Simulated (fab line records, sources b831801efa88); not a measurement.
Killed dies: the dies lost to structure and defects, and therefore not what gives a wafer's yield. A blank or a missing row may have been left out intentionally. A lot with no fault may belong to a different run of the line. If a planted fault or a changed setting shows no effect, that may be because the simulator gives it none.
One fault through the eyes of 2 desks :: flow gf180mcu :: numbers are kept per desk, each desk with only its own; the story behind them comes last

== FOR THE TOOL OWNER'S DESK: cmp-02 ==
The tool's own readings at GF_V4_CMP_04 (polishes SiO2): means of the sampled wafers that have a number, for each lot that ran on this tool. Marked OUT: a lot whose mean sits more than 4 standard deviations from the usual mean, which makes it out of limits; the brackets give that distance.
Columns: A = motor current A at GF_V4_CMP_04, usual 11.8 A; B = time to endpoint s at GF_V4_CMP_04, usual 82 s
lot: L178
first seen here: day 24 18:19
A: 12.5
B: 82

lot: L182
first seen here: day 26 00:26
A: 11.7
B: 79

lot: L186
first seen here: day 27 04:34
A: 12.0
B: 88

lot: L188
first seen here: day 27 19:12
A: 11.7
B: 80

lot: L195
first seen here: day 29 22:08
A: 11.0
B: 73
Finding of this desk: none of the 5 lots has anything out of limits.

== THE METROLOGY DESK ==
Lot by lot, what the gauges showed, no matter which tool ran the lot: averages of those sampled wafers that carry a number. Marked OUT: a lot whose mean sits more than 4 standard deviations from the usual mean, which makes it out of limits; the brackets give that distance.
Columns: A = M2_OVL at GF_M2_OVL_MEAS_15, usual -1 nm; B = V5_CVD_00_THK at GF_V5_THK_MEAS_01, usual 301 nm
lot: L175
first seen here: day 19 02:30
A: 0
B: 302

lot: L176
first seen here: day 19 19:35
A: 4
B: 304

lot: L177
first seen here: day 20 06:06
A: -6
B: 301

lot: L178
first seen here: day 20 14:55
A: -6
B: 300

lot: L179
first seen here: day 21 06:06
A: 0
B: 305

lot: L182
first seen here: day 21 23:15
A: 2
B: 303

lot: L183
first seen here: day 22 11:19
A: 0
B: 302

lot: L184
first seen here: day 22 14:46
A: -3
B: 301

lot: L185
first seen here: day 23 02:28
A: 3
B: 299

lot: L186
first seen here: day 23 06:00
A: -9
B: 300

lot: L188
first seen here: day 23 23:31
A: -7
B: 304

lot: L195
first seen here: day 26 08:06
A: -1
B: 303
Finding of this desk: none of the 12 lots has anything out of limits.

== PUT TOGETHER ==
Nothing out of limits was seen by the tool owner's desk.
From the metrology desk's view, nothing was out of limits.

== WHAT WAS PUT IN BY THE SIMULATOR ==
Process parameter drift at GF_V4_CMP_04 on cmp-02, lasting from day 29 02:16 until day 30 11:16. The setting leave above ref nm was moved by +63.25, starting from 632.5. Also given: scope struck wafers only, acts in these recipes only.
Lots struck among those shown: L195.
